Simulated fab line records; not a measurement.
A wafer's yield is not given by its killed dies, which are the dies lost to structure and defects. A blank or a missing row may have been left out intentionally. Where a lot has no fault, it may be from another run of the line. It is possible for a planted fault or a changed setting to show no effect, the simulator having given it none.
What tool caused it? ; flow gf180mcu ; 24 lots with 72 wafers sampled at 5 steps, on a route of 602 steps

== WHAT THE GAUGES READ, wafer by wafer ==
GF_V4_OVL_MEAS_15. Usual: V4_OVL 0 nm, standard deviation 6.4.
lot;measured;on;V4_OVL (nm);flag
L074;day 25 00:58;overlay-02;-8 -10 -12;
L075;day 25 01:37;overlay-02;0 2 3;
L076;day 25 12:59;overlay-02;-5 9 5;
L077;day 25 18:26;overlay-02;0 -4 -4;
L078;day 25 22:46;overlay-02;-2 7 -2;
L079;day 26 01:24;overlay-01;-11 -4 -2;
L080;day 26 14:23;overlay-01;1 -10 -11;
L081;day 26 19:35;overlay-02;3 8 5;
L082;day 27 06:25;overlay-01;4 -3 5;
L083;day 27 23:05;overlay-02;-2 -5 -1;
L084;day 28 02:08;overlay-02;11 9 4;
L085;day 28 05:14;overlay-02;-3 -6 -8;
L086;day 28 13:01;overlay-02;13 -1 0;
L087;day 28 22:53;overlay-02;8 4 2;
L088;day 29 04:39;overlay-01;1 10 1;
L089;day 29 06:39;overlay-02;2 2 -6;
L090;day 29 12:34;overlay-01;-1 -1 -3;
L091;day 29 21:43;overlay-02;-11 -14 -9;
L092;day 30 00:50;overlay-01;6 8 8;
L093;day 30 13:41;overlay-01;8 0 4;
L094;day 30 16:44;overlay-01;3 4 -2;
L095;day 30 23:47;overlay-02;2 -2 2;
L096;day 31 05:48;overlay-01;-5 0 -4;
L097;day 31 09:16;overlay-01;-4 -11 -3;

== EACH LOT AND THE TOOL THAT RAN IT (in order: tool; ch and the chambers of the sampled wafers; start) ==
lot;GF_V3_SPUTTER_22;GF_V3_CVD_23;GF_M4_SPUTTER_03;GF_M4_SPUTTER_04
L074;pvd-sputter-03, day 23 02:25;cvd-w-02 ch 0,1, day 23 02:30;pvd-sputter-01, day 23 03:13;pvd-sputter-01, day 23 03:14
L075;pvd-sputter-04, day 23 02:42;cvd-w-01 ch 0,1, day 23 02:44;pvd-sputter-03, day 23 03:29;pvd-sputter-03, day 23 03:31
L076;pvd-sputter-02, day 23 14:53;cvd-w-02 ch 0,1, day 23 14:56;pvd-sputter-01, day 23 15:41;pvd-sputter-01, day 23 15:42
L077;pvd-sputter-02, day 23 20:40;cvd-w-02 ch 0,1, day 23 20:41;pvd-sputter-03, day 23 21:27;pvd-sputter-03, day 23 21:28
L078;pvd-sputter-02, day 24 01:34;cvd-w-02 ch 0,1, day 24 01:36;pvd-sputter-03, day 24 02:21;pvd-sputter-03, day 24 02:22
L079;pvd-sputter-04, day 24 04:09;cvd-w-01 ch 0,1, day 24 04:13;pvd-sputter-01, day 24 04:56;pvd-sputter-01, day 24 04:58
L080;pvd-sputter-04, day 24 16:42;cvd-w-01 ch 0,1, day 24 16:44;pvd-sputter-03, day 24 17:29;pvd-sputter-03, day 24 17:31
L081;pvd-sputter-03, day 24 23:16;cvd-w-01 ch 0,1, day 24 23:19;pvd-sputter-04, day 25 00:04;pvd-sputter-04, day 25 00:05
L082;pvd-sputter-04, day 25 11:08;cvd-w-01 ch 0,1, day 25 11:13;pvd-sputter-01, day 25 11:56;pvd-sputter-01, day 25 11:57
L083;pvd-sputter-04, day 26 04:56;cvd-w-02 ch 0,1, day 26 04:59;pvd-sputter-01, day 26 05:44;pvd-sputter-01, day 26 05:45
L084;pvd-sputter-03, day 26 06:29;cvd-w-02 ch 0,1, day 26 06:31;pvd-sputter-01, day 26 07:16;pvd-sputter-01, day 26 07:17
L085;pvd-sputter-03, day 26 10:34;cvd-w-01 ch 1, day 26 10:35;pvd-sputter-01, day 26 11:21;pvd-sputter-01, day 26 11:22
L086;pvd-sputter-04, day 26 18:54;cvd-w-01 ch 0,1, day 26 18:56;pvd-sputter-01, day 26 19:41;pvd-sputter-01, day 26 19:43
L087;pvd-sputter-02, day 27 03:57;cvd-w-01 ch 0,1, day 27 03:59;pvd-sputter-04, day 27 04:44;pvd-sputter-04, day 27 04:46
L088;pvd-sputter-02, day 27 10:08;cvd-w-02 ch 0,1, day 27 10:13;pvd-sputter-03, day 27 11:09;pvd-sputter-03, day 27 11:10
L089;pvd-sputter-03, day 27 12:02;cvd-w-01 ch 0,1, day 27 12:05;pvd-sputter-04, day 27 12:50;pvd-sputter-04, day 27 12:51
L090;pvd-sputter-04, day 27 17:46;cvd-w-01 ch 0,1, day 27 17:47;pvd-sputter-03, day 27 18:40;pvd-sputter-03, day 27 18:41
L091;pvd-sputter-03, day 28 03:53;cvd-w-01 ch 0,1, day 28 03:56;pvd-sputter-03, day 28 04:41;pvd-sputter-03, day 28 04:42
L092;pvd-sputter-03, day 28 07:53;cvd-w-01 ch 0,1, day 28 07:56;pvd-sputter-04, day 28 08:41;pvd-sputter-04, day 28 08:42
L093;pvd-sputter-03, day 28 21:46;cvd-w-01 ch 0,1, day 28 21:49;pvd-sputter-04, day 28 22:34;pvd-sputter-04, day 28 22:35
L094;pvd-sputter-04, day 29 01:29;cvd-w-02 ch 0,1, day 29 01:32;pvd-sputter-01, day 29 02:17;pvd-sputter-01, day 29 02:18
L095;pvd-sputter-02, day 29 08:18;cvd-w-01 ch 0,1, day 29 08:20;pvd-sputter-01, day 29 09:14;pvd-sputter-01, day 29 09:15
L096;pvd-sputter-03, day 29 14:42;cvd-w-01 ch 0, day 29 14:44;pvd-sputter-03, day 29 15:30;pvd-sputter-03, day 29 15:31
L097;pvd-sputter-03, day 29 18:50;cvd-w-01 ch 0,1, day 29 18:52;pvd-sputter-01, day 29 19:37;pvd-sputter-01, day 29 19:38
- GF_V3_SPUTTER_22: material TiN, target thk 10 nm, time 40 s.
- GF_V3_CVD_23: deposits W, target thk 350 nm, time 104.9 s.
- GF_M4_SPUTTER_03: material Ti, target thk 10 nm, time 6.7 s.
- GF_M4_SPUTTER_04: material TiN, target thk 50 nm, time 41.7 s.

== WHAT THE TOOLS THEMSELVES READ (means of the sampled wafers that have a number; where no wafer has one, the mark that the record gives instead) ==
GF_V3_SPUTTER_22. Usual: chamber-pressure-pa 4.999 Pa, standard deviation 0.01; throttle-valve-pct 30.9 %, standard deviation 0.67.
lot;tool;chamber-pressure-pa (Pa);throttle-valve-pct (%);flag
L074;pvd-sputter-03;5.002;30.9;
L075;pvd-sputter-04;4.993;31.1;
L076;pvd-sputter-02;5.002;30.2;
L077;pvd-sputter-02;5.008;30.0;
L078;pvd-sputter-02;4.988;30.5;
L079;pvd-sputter-04;4.992;31.2;
L080;pvd-sputter-04;4.998;31.2;
L081;pvd-sputter-03;4.997;31.1;
L082;pvd-sputter-04;5.005;31.1;
L083;pvd-sputter-04;5.000;31.0;
L084;pvd-sputter-03;4.998;30.8;
L085;pvd-sputter-03;5.000;30.8;
L086;pvd-sputter-04;5.000;31.0;
L087;pvd-sputter-02;4.999;30.3;
L088;pvd-sputter-02;5.000;30.0;
L089;pvd-sputter-03;5.007;30.5;
L090;pvd-sputter-04;5.008;31.0;
L091;pvd-sputter-03;4.995;30.9;
L092;pvd-sputter-03;5.014;31.5;
L093;pvd-sputter-03;4.998;31.3;
L094;pvd-sputter-04;5.003;30.9;
L095;pvd-sputter-02;4.988;30.8;
L096;pvd-sputter-03;5.001;31.0;
L097;pvd-sputter-03;5.007;31.0;

GF_V3_CVD_23. Usual: heater-power-w 778 W, standard deviation 44.
lot;tool;heater-power-w (W);flag
L074;cvd-w-02;744;
L075;cvd-w-01;793;
L076;cvd-w-02;760;
L077;cvd-w-02;761;
L078;cvd-w-02;775;
L079;cvd-w-01;762;
L080;cvd-w-01;797;
L081;cvd-w-01;772;
L082;cvd-w-01;797;
L083;cvd-w-02;747;
L084;cvd-w-02;767;
L085;cvd-w-01;744;
L086;cvd-w-01;765;
L087;cvd-w-01;813;
L088;cvd-w-02;753;
L089;cvd-w-01;778;
L090;cvd-w-01;784;
L091;cvd-w-01;803;
L092;cvd-w-01;773;
L093;cvd-w-01;793;
L094;cvd-w-02;762;
L095;cvd-w-01;811;
L096;cvd-w-01;839;
L097;cvd-w-01;799;

GF_M4_SPUTTER_03. Usual: chamber-pressure-pa 0.3000 Pa, standard deviation 0.00058; throttle-valve-pct 30.3 %, standard deviation 0.77.
lot;tool;chamber-pressure-pa (Pa);throttle-valve-pct (%);flag
L074;pvd-sputter-01;0.3001;30.0;
L075;pvd-sputter-03;0.2991;31.0;
L076;pvd-sputter-01;0.3004;29.7;
L077;pvd-sputter-03;0.3003;30.5;
L078;pvd-sputter-03;0.3007;30.8;
L079;pvd-sputter-01;0.3000;29.7;
L080;pvd-sputter-03;0.2994;31.0;
L081;pvd-sputter-04;0.3000;30.9;
L082;pvd-sputter-01;0.2997;29.4;
L083;pvd-sputter-01;0.3003;29.5;
L084;pvd-sputter-01;0.2999;29.6;
L085;pvd-sputter-01;0.3001;29.3;
L086;pvd-sputter-01;0.3000;29.9;
L087;pvd-sputter-04;0.2998;31.0;
L088;pvd-sputter-03;0.3001;31.0;
L089;pvd-sputter-04;0.2997;31.1;
L090;pvd-sputter-03;0.2991;30.5;
L091;pvd-sputter-03;0.2999;30.4;
L092;pvd-sputter-04;0.3002;31.2;
L093;pvd-sputter-04;0.3001;31.2;
L094;pvd-sputter-01;0.3001;29.5;
L095;pvd-sputter-01;0.3006;29.6;
L096;pvd-sputter-03;0.2997;30.4;
L097;pvd-sputter-01;0.3000;29.7;

GF_M4_SPUTTER_04. Usual: chamber-pressure-pa 0.4000 Pa, standard deviation 0.00084; throttle-valve-pct 30.3 %, standard deviation 0.78.
lot;tool;chamber-pressure-pa (Pa);throttle-valve-pct (%);flag
L074;pvd-sputter-01;0.3993;29.7;
L075;pvd-sputter-03;0.3996;30.9;
L076;pvd-sputter-01;0.4007;29.7;
L077;pvd-sputter-03;0.3999;30.5;
L078;pvd-sputter-03;0.4002;30.9;
L079;pvd-sputter-01;0.4000;29.8;
L080;pvd-sputter-03;0.3991;31.0;
L081;pvd-sputter-04;0.4012;31.0;
L082;pvd-sputter-01;0.3998;29.5;
L083;pvd-sputter-01;0.4004;29.5;
L084;pvd-sputter-01;0.4001;29.4;
L085;pvd-sputter-01;0.4012;29.4;
L086;pvd-sputter-01;0.3996;29.9;
L087;pvd-sputter-04;0.4000;30.9;
L088;pvd-sputter-03;0.4002;31.1;
L089;pvd-sputter-04;0.3996;30.8;
L090;pvd-sputter-03;0.4001;30.5;
L091;pvd-sputter-03;0.3986;30.3;
L092;pvd-sputter-04;0.3995;31.4;
L093;pvd-sputter-04;0.4008;31.3;
L094;pvd-sputter-01;0.3998;29.5;
L095;pvd-sputter-01;0.4002;29.7;
L096;pvd-sputter-03;0.3999;30.3;
L097;pvd-sputter-01;0.3997;29.8;

== THE ANSWER, worked out from the rows above alone ==
Rule: a lot counts as off when the mean over its wafers that have a number is more than 3 standard deviations away from the usual mean. Also off: a lot with no number at a reading for which 4 or more lots have one. All remaining lots with rows at the step are treated as sound. First the gauges in route order, then the tools' own readings, where a lot's mean is used as printed above. The first step at which some lot is off is used, and at that step the reading that is off furthest; a lot without a number counts as furthest.
No lot is off at any reading shown: from this, nothing can be told.

== WHAT THE SIMULATOR HAD INSERTED ==
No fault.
